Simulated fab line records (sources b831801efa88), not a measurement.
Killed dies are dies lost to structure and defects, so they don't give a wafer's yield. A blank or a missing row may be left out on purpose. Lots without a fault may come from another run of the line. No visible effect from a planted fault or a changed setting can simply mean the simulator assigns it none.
fab line records    flow sky130
record: lots: 10  wafers: 30  last_day: 50
route steps=708 shown VIA3@586 CAP2M@615 VIA4@657 METAL5@677 PAD_OPEN@708
lots untouched by any fault: they come from a run of this same line in which no faults occurred
start_h: hours from the record's opening day to when the first of the lot's shown wafers began    wait_h: hours elapsed since this lot's preceding step    " the same as in the row above    L1.1+2: a single row standing in for several wafers    - no value, or no start was given    * or withheld: withheld    < > ~ a bound
route shown NAME@n: names a module that has steps shown in the file, with the first one's number in the route    usual: mean/standard deviation taken from wafers without a fault    same: alike in all rows    chamber/n: place in a boat    sites: readings site by site    _std_site: how widely they spread, as a standard deviation    _edge_site: mean of outer sites minus mean of inner sites    radius_mm: for every site, how far away it sits from the centre of the wafer    mask NAME#n: copy n    behind: the last tool/chamber to shape the wafer    hold: reason for holding the lot/hours on hold/outcome of the hold    device: names the non-switching transistor (n, p or np)    end of line: tests of these same wafers at the route's end    a step given without rows: its recipe and nothing more    killed: at the first sort, the dies lost to defects and structure; wafer yield is something else    map: the dies of a wafer, with x for killed, . for not killed, _ for no die there
set.NAME: the setting as run; set.NAME@STEP: as run at that earlier step    model.NAME: the simulator's own value behind a step, which no gauge read
a sample of lots followed through the steps of the route, with each step as a table and each wafer as a row
services: a tool's chamber out of use, with start hour (start_h, from the record's first day; less than 0 if before it), hours out, and reason
== steps ==
step: SKY_VIA3_OVL_MEAS_13
usual: VIA3_OVL: 4/5.4
lot.wafer  tool        chamber  start_h  wait_h  VIA3_OVL[nm]
L773.1     overlay-02  -        953.10   0.1     -1
L773.4     "           -        "        "       9
L773.6     "           -        "        "       7
L774.2     overlay-02  -        961.36   0.1     3
L774.4     "           -        "        "       7
L774.6     "           -        "        "       9
L776.1     overlay-02  -        975.00   0.1     8
L776.3     "           -        "        "       3
L776.5     "           -        "        "       4
L782.1     overlay-01  -        1022.60  0.1     6
L782.2     "           -        "        "       3
L782.5     "           -        "        "       11
L783.2     overlay-01  -        1025.49  0.1     -1
L783.5     "           -        "        "       -11
L783.6     "           -        "        "       4
L786.1     overlay-02  -        1040.75  0.1     2
L786.2     "           -        "        "       -1
L786.5     "           -        "        "       1
L785.1     overlay-02  -        1042.80  0.1     8
L785.2     "           -        "        "       7
L785.5     "           -        "        "       2
L789.3     overlay-02  -        1069.31  0.1     4
L789.4     "           -        "        "       2
L789.6     "           -        "        "       6
L790.4     overlay-01  -        1069.92  0.1     7
L790.5     "           -        "        "       10
L790.6     "           -        "        "       0
L792.3     overlay-01  -        1074.51  0.1     6
L792.5     "           -        "        "       5
L792.6     "           -        "        "       6
step: SKY_CAP2M_OVL_MEAS_12
usual: CAP2M_OVL: 0.9/1.3
lot.wafer  tool        chamber  start_h  wait_h  CAP2M_OVL[nm]
L773.1     overlay-01  -        979.03   0.1     0.6
L773.4     "           -        "        "       -3.4
L773.6     "           -        "        "       2.2
L774.2     overlay-01  -        986.72   0.1     1.6
L774.4     "           -        "        "       -0.6
L774.6     "           -        "        "       0.0
L776.1     overlay-01  -        1001.01  0.1     -1.4
L776.3     "           -        "        "       -1.7
L776.5     "           -        "        "       -1.9
L782.1     overlay-02  -        1046.77  0.1     1.3
L782.2     "           -        "        "       0.6
L782.5     "           -        "        "       0.8
L783.2     overlay-01  -        1049.92  0.1     -0.3
L783.5     "           -        "        "       -0.2
L783.6     "           -        "        "       0.1
L786.1     overlay-01  -        1064.38  0.1     2.6
L786.2     "           -        "        "       -0.1
L786.5     "           -        "        "       0.6
L785.1     overlay-01  -        1066.31  0.1     2.4
L785.2     "           -        "        "       1.7
L785.5     "           -        "        "       1.7
L789.3     overlay-02  -        1091.73  0.1     0.9
L789.4     "           -        "        "       1.2
L789.6     "           -        "        "       0.6
L790.4     overlay-01  -        1092.50  0.1     -0.1
L790.5     "           -        "        "       0.0
L790.6     "           -        "        "       1.8
L792.3     overlay-02  -        1096.19  0.1     -0.3
L792.5     "           -        "        "       0.2
L792.6     "           -        "        "       0.6
step: SKY_VIA4_CVD_18
recipe: material: W  target_thk_nm: 505  time_s: 152.14  temp_c: 402.8  pressure_torr: 40
usual: heater_power_w: 820/120
lot.wafer  tool      chamber  start_h  wait_h  heater_power_w
L773.1     cvd_w-02  0        1028.18  0.0     759
L773.4     "         1        "        "       784
L773.6     "         0        "        "       741
L774.2     cvd_w-01  0        1035.28  0.0     723
L774.4     "         0        "        "       703
L774.6     "         1        "        "       988
L776.1     cvd_w-02  0        1049.48  0.0     771
L776.3     "         1        "        "       777
L776.5     "         0        "        "       739
L782.1     cvd_w-02  1        1091.88  0.0     765
L782.2     "         0        "        "       776
L782.5     "         0        "        "       748
L783.2     cvd_w-02  1        1095.05  0.0     781
L783.5     "         1        "        "       791
L783.6     "         0        "        "       768
L786.1     cvd_w-01  1        1106.98  0.0     977
L786.2     "         0        "        "       735
L786.5     "         0        "        "       717
L785.1     cvd_w-01  0        1110.38  0.0     702
L785.2     "         1        "        "       1007
L785.5     "         0        "        "       695
L789.3     cvd_w-01  0        1134.63  0.1     706
L789.4     "         1        "        "       997
L789.6     "         1        "        "       975
L790.4     cvd_w-01  1        1135.36  0.1     999
L790.5     "         1        "        "       988
L790.6     "         0        "        "       717
L792.3     cvd_w-01  0        1139.44  0.1     704
L792.5     "         0        "        "       730
L792.6     "         1        "        "       996
step: SKY_VIA4_RS_MEAS_19
recipe: thk_meas_gauge: four-point-probe  reads: W_of_VIA4_CVD_18+TiN_of_VIA4_SPUTTER_17
usual: VIA4_W_RS: 0.2143/0.0029
lot.wafer  tool           chamber  start_h  wait_h  hold                      VIA4_W_RS[ohm/sq]
L773.1     film_metro-04  -        1028.39  0.2     -                         0.2118
L773.4     "              -        "        "       -                         0.2176
L773.6     "              -        "        "       -                         0.2115
L774.2     film_metro-02  -        1035.46  0.1     -                         0.2106
L774.4     "              -        "        "       -                         0.2094
L774.6     "              -        "        "       -                         0.2146
L776.1     film_metro-02  -        1049.63  0.1     -                         0.2140
L776.3     "              -        "        "       -                         0.2179
L776.5     "              -        "        "       -                         0.2116
L782.1     film_metro-01  -        1092.03  0.1     await_dispo/0.2h/release  0.1268
L782.2     "              -        "        "       await_dispo/0.2h/release  0.2159
L782.5     "              -        "        "       await_dispo/0.2h/release  0.1243
L782.1     film_metro-01  -        1092.32  0.3     -                         0.1273
L782.2     "              -        "        "       -                         0.2160
L782.5     "              -        "        "       -                         0.1240
L783.2     film_metro-04  -        1095.22  0.1     await_dispo/0.2h/release  0.2170
L783.5     "              -        "        "       await_dispo/0.2h/release  0.1252
L783.6     "              -        "        "       await_dispo/0.2h/release  0.2132
L783.2     film_metro-04  -        1095.51  0.3     -                         0.2174
L783.5     "              -        "        "       -                         0.1253
L783.6     "              -        "        "       -                         0.2140
L786.1     film_metro-04  -        1107.13  0.1     -                         0.2124
L786.2     "              -        "        "       -                         0.2136
L786.5     "              -        "        "       -                         0.2121
L785.1     film_metro-02  -        1110.53  0.1     -                         0.2132
L785.2     "              -        "        "       -                         0.2118
L785.5     "              -        "        "       -                         0.2127
L789.3     film_metro-01  -        1134.77  0.1     -                         0.2155
L789.4     "              -        "        "       -                         0.2162
L789.6     "              -        "        "       -                         0.2178
L790.4     film_metro-02  -        1135.52  0.1     -                         0.2156
L790.5     "              -        "        "       -                         0.2152
L790.6     "              -        "        "       -                         0.2121
L792.3     film_metro-02  -        1139.58  0.1     -                         0.2125
L792.5     "              -        "        "       -                         0.2101
L792.6     "              -        "        "       -                         0.2150
step: SKY_VIA4_THK_MEAS_20
recipe: thk_meas_gauge: xrf  reads: W_of_VIA4_CVD_18
usual: VIA4_W_THK: 521/7.8
lot.wafer  tool           chamber  start_h  wait_h  hold                      VIA4_W_THK[nm]
L773.1     film_metro-04  -        1028.51  0.1     -                         521
L773.4     "              -        "        "       -                         512
L773.6     "              -        "        "       -                         523
L774.2     film_metro-02  -        1035.57  0.1     -                         534
L774.4     "              -        "        "       -                         535
L774.6     "              -        "        "       -                         527
L776.1     film_metro-02  -        1049.75  0.1     -                         523
L776.3     "              -        "        "       -                         520
L776.5     "              -        "        "       -                         534
L782.1     film_metro-01  -        1098.19  5.9     await_dispo/0.2h/release  858
L782.2     "              -        "        "       await_dispo/0.2h/release  519
L782.5     "              -        "        "       await_dispo/0.2h/release  873
L782.1     film_metro-01  -        1098.42  0.2     -                         860
L782.2     "              -        "        "       -                         516
L782.5     "              -        "        "       -                         877
L783.2     film_metro-04  -        1099.61  4.1     await_dispo/0.2h/release  513
L783.5     "              -        "        "       await_dispo/0.2h/release  863
L783.6     "              -        "        "       await_dispo/0.2h/release  519
L783.2     film_metro-04  -        1099.83  0.2     -                         512
L783.5     "              -        "        "       -                         869
L783.6     "              -        "        "       -                         519
L786.1     film_metro-04  -        1107.25  0.1     -                         524
L786.2     "              -        "        "       -                         520
L786.5     "              -        "        "       -                         522
L785.1     film_metro-02  -        1110.65  0.1     -                         522
L785.2     "              -        "        "       -                         530
L785.5     "              -        "        "       -                         526
L789.3     film_metro-01  -        1134.87  0.1     -                         522
L789.4     "              -        "        "       -                         520
L789.6     "              -        "        "       -                         519
L790.4     film_metro-02  -        1135.61  0.1     -                         517
L790.5     "              -        "        "       -                         519
L790.6     "              -        "        "       -                         526
L792.3     film_metro-02  -        1139.68  0.1     -                         520
L792.5     "              -        "        "       -                         527
L792.6     "              -        "        "       -                         522
step: SKY_VIA4_CMP_21
recipe: stop_on: SiO2  t_overpolish_s: 25  down_force_psi: 3.5  platen_rpm: 60  target_thk_nm: 0  pad_velocity_m_s: 0.94248
usual: motor_current_A: 11.4/1.2  retaining_ring_pressure_frac: 1.000/0.0046  time_to_endpoint_s: 131/5.3
lot.wafer  tool    chamber  start_h  wait_h  hold                      motor_current_A  retaining_ring_pressure_frac  time_to_endpoint_s
L773.1     cmp-01  0        1028.57  0.1     -                         11.5             1.004                         136
L773.4     "       1        "        "       -                         10.5             0.994                         127
L773.6     "       0        "        "       -                         11.6             0.998                         135
L774.2     cmp-02  0        1035.62  0.0     -                         9.3              1.003                         135
L774.4     "       1        "        "       -                         11.8             1.005                         134
L774.6     "       0        "        "       -                         9.2              0.999                         135
L776.1     cmp-01  0        1049.81  0.1     -                         11.5             0.996                         132
L776.3     "       1        "        "       -                         10.8             1.001                         121
L776.5     "       0        "        "       -                         11.4             0.997                         136
L782.1     cmp-02  3        1100.68  2.3     await_dispo/2.1h/release  11.6             0.991                         212
L782.2     "       0        "        "       await_dispo/2.1h/release  9.4              0.998                         139
L782.5     "       1        "        "       await_dispo/2.1h/release  11.3             0.998                         233
L786.2     cmp-01  1        1107.31  0.0     -                         10.5             0.996                         125
L786.1     "       2        "        "       -                         10.5             1.002                         133
L786.5     "       2        "        "       -                         10.9             1.008                         134
L783.2     cmp-01  2        1108.81  9.0     await_dispo/8.8h/release  10.7             0.996                         133
L783.6     "       3        "        "       await_dispo/8.8h/release  14.1             1.002                         131
L783.5     "       0        "        "       await_dispo/8.8h/release  11.1             0.991                         221
L785.1     cmp-01  2        1110.95  0.3     -                         10.7             0.996                         136
L785.2     "       3        "        "       -                         13.2             1.003                         131
L785.5     "       0        "        "       -                         11.6             0.998                         134
L789.4     cmp-02  3        1135.09  0.2     -                         12.3             0.999                         128
L789.3     "       0        "        "       -                         9.5              0.992                         134
L789.6     "       3        "        "       -                         11.8             0.999                         120
L790.4     cmp-02  3        1135.69  0.1     -                         11.6             1.002                         124
L790.6     "       2        "        "       -                         11.2             1.005                         131
L790.5     "       3        "        "       -                         11.8             0.998                         127
L792.3     cmp-02  3        1139.72  0.0     -                         11.7             0.995                         134
L792.6     "       3        "        "       -                         11.5             0.999                         127
L792.5     "       0        "        "       -                         9.2              1.000                         139
step: SKY_METAL5_STRIP_16
recipe: chemistry: O2/N2  power_w: 1400  pressure_mtorr: 1500  platen_temp_c: withheld  o2_flow_sccm: 3000  n2_flow_sccm: 300  overash_fraction: 0.5
usual: drypump_motor_current_A: 5.9/0.44  oes_product_au: 0.711/0.0047  strip_time_to_endpoint_s: 13.28/0.095
lot.wafer  tool             chamber  start_h  wait_h  drypump_motor_current_A  oes_product_au  rf_hours_counter_h  strip_time_to_endpoint_s
L773.1     plasma_asher-04  0        1051.35  0.2     6.5                      0.708           123                 13.48
L773.4     "                1        "        "       5.8                      0.707           -                   13.24
L773.6     "                0        "        "       6.5                      0.714           -                   13.23
L774.2     plasma_asher-03  0        1058.50  0.2     5.8                      0.712           29                  13.48
L774.4     "                1        "        "       5.6                      0.712           -                   13.51
L774.6     "                0        "        "       5.8                      0.707           -                   13.41
L776.1     plasma_asher-04  0        1071.90  0.2     6.6                      0.709           1                   13.27
L776.3     "                1        "        "       5.8                      0.706           -                   13.21
L776.5     "                0        "        "       6.5                      0.702           -                   13.23
L782.1     plasma_asher-04  0        1114.57  0.4     6.5                      0.716           4                   13.24
L782.2     "                1        "        "       5.8                      0.710           4                   13.25
L782.5     "                1        "        "       5.7                      0.711           -                   13.22
L783.2     plasma_asher-01  1        1116.80  0.3     6.4                      0.712           100                 13.25
L783.5     "                0        "        "       5.4                      0.702           -                   13.19
L783.6     "                1        "        "       6.4                      0.701           -                   13.09
L786.1     plasma_asher-01  0        1127.50  0.2     5.4                      0.713           101                 13.19
L786.2     "                1        "        "       6.4                      0.712           101                 13.23
L786.5     "                1        "        "       6.4                      0.712           -                   13.24
L785.1     plasma_asher-04  1        1131.35  0.2     5.8                      0.707           6                   13.44
L785.2     "                0        "        "       6.5                      0.705           6                   13.19
L785.5     "                0        "        "       6.5                      0.707           -                   13.17
L789.3     plasma_asher-04  1        1154.09  0.1     5.8                      0.707           -                   13.25
L789.4     "                0        "        "       6.6                      0.716           -                   13.29
L789.6     "                0        "        "       6.6                      0.717           -                   13.25
L790.4     plasma_asher-03  0        1154.98  0.1     5.8                      0.703           -                   13.38
L790.5     "                1        "        "       5.5                      0.713           -                   13.50
L790.6     "                0        "        "       5.8                      0.708           -                   13.32
L792.3     plasma_asher-03  0        1158.37  0.1     5.8                      0.720           -                   13.34
L792.5     "                0        "        "       5.8                      0.700           -                   13.27
L792.6     "                1        "        "       5.5                      0.713           -                   13.25
step: SKY_PAD_OPEN_PROBE_99
usual: defect_limited_yield: 82.3/1.7  killed_at_M0_to_M3: 43/6.8  killed_at_M4_up: 3.3/1.8  killed_at_contacts: 25/5.9  killed_at_front_end: 16/4.2  killed_at_other: 0.3/0.69  killed_dies: 87/8.6  killed_open: 48/6.3  killed_short: 39/5.3  sort_bin_3_pad_short: 0.9/0.38  sort_bin_5_function: 10.5/1.4  sort_bin_6_memory: 6.4/1.1  sort_n_pass: 405/8.6  sort_yield_pct: 82.3/1.7
same: gross_dies: 492  killed_at_back_side: 0  sort_bin_4_leakage[%]: 0  sort_bin_8_speed[%]: 0
lot.wafer  tool       chamber  start_h  wait_h  defect_limited_yield[%]  killed_at_M0_to_M3  killed_at_M4_up  killed_at_contacts  killed_at_front_end  killed_at_other  killed_dies  killed_open  killed_short  sort_bin_3_pad_short[%]  sort_bin_5_function[%]  sort_bin_6_memory[%]  sort_n_pass  sort_yield_pct[%]
L776.1     prober-02  -        1116.70  0.1     81.9                     42                  3                26                  16                   2                89           40           47            0.2                      9.1                     8.7                   403          81.9
L776.3     prober-02  -        1116.80  0.2     80.9                     51                  3                25                  15                   0                94           54           40            0.8                      10.8                    7.5                   398          80.9
L776.5     prober-02  -        1116.90  0.2     82.9                     43                  1                23                  17                   0                84           41           43            1.0                      10.0                    6.1                   408          82.9
killed by level:class
L776.1 CONTACT:geometric_particle:open=9 VIA1:geometric_particle:open=9 POLY_GATE:geometric_particle:open=6 LOCAL_INTERCONNECT:geometric_particle:short=6 VIA3:geometric_particle:short=6 POLY_GATE:geometric_particle:short=5 LI_CONTACT:geometric_particle:open=5 METAL1:geometric_particle:short=5
L776.3 VIA2:geometric_particle:open=13 CONTACT:geometric_particle:open=10 VIA1:geometric_particle:open=10 VIA1:geometric_particle:short=7 CONTACT:geometric_particle:short=6 VIA3:geometric_particle:open=6 FIELD_ISO:geometric_particle:open=5 METAL2:geometric_particle:short=5
L776.5 CONTACT:geometric_particle:short=7 VIA1:geometric_particle:short=7 VIA1:geometric_particle:open=7 METAL1:geometric_particle:short=6 FIELD_ISO:geometric_particle:short=5 LI_CONTACT:geometric_particle:open=5 CONTACT:geometric_particle:open=5 POLY_GATE:geometric_particle:open=4
== services ==
tool             chamber  start_h  hours  kind
cmp-02           -        1007.79  2.1    repair
cmp-01           -        1010.00  6.4    pm
plasma_asher-01  -        1016.83  14.6   pm
cmp-01           -        1018.34  0.8    repair
plasma_asher-04  -        1055.25  9.0    pm
plasma_asher-04  0        1055.25  9.0    vent_cycle
plasma_asher-04  1        1055.25  9.0    vent_cycle
plasma_asher-04  0        1064.25  -      clean
plasma_asher-04  1        1064.25  -      clean
cmp-01           -        1077.64  12.6   pm
plasma_asher-01  -        1081.95  4.3    repair
cmp-01           -        1090.22  4.0    pm
plasma_asher-04  -        1090.22  5.1    repair
cmp-01           -        1094.22  -      consumable_replace:conditioner
cmp-01           -        1094.22  -      consumable_replace:pad
cmp-01           -        1096.64  0.3    repair
cmp-02           -        1105.40  0.4    repair
plasma_asher-04  -        1119.76  2.4    repair
plasma_asher-04  -        1129.40  1.8    repair
plasma_asher-01  -        1143.97  7.7    repair
plasma_asher-01  -        1150.01  2.2    repair
== key ==
first_sign: step: SKY_VIA4_RS_MEAS_19  reading: visit  direction: added
effect: step: SKY_VIA4_RS_MEAS_19  reading: VIA4_W_RS  direction: down  sigmas: 30  usual: 0.2143  struck: 0.1254
effect: step: SKY_VIA4_THK_MEAS_20  reading: visit  direction: added
effect: step: SKY_VIA4_THK_MEAS_20  reading: VIA4_W_THK  direction: up  sigmas: 44  usual: 521  struck: 865
effect: step: SKY_VIA4_CMP_21  reading: time_to_endpoint_s  direction: up  sigmas: 17  usual: *  struck: *
met_at SKY_VIA4_CVD_18
struck_lots L782,L783
struck_wafers L782.1,L782.5,L783.5
not_acting_at SKY_VIA3_OVL_MEAS_13,SKY_CAP2M_OVL_MEAS_12,SKY_METAL5_STRIP_16
onset_between 1049.48 1091.88
fault: kind: process_parameter_drift  tool: cvd_w-02  chamber: -  onset_h: 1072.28  steps: SKY_VIA4_CVD_18  channel: target_thk_nm  offset: 362.52  shape: step  end_h: 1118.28  scope: struck_wafers_only  acts_in: these_recipes_only  stated: 505
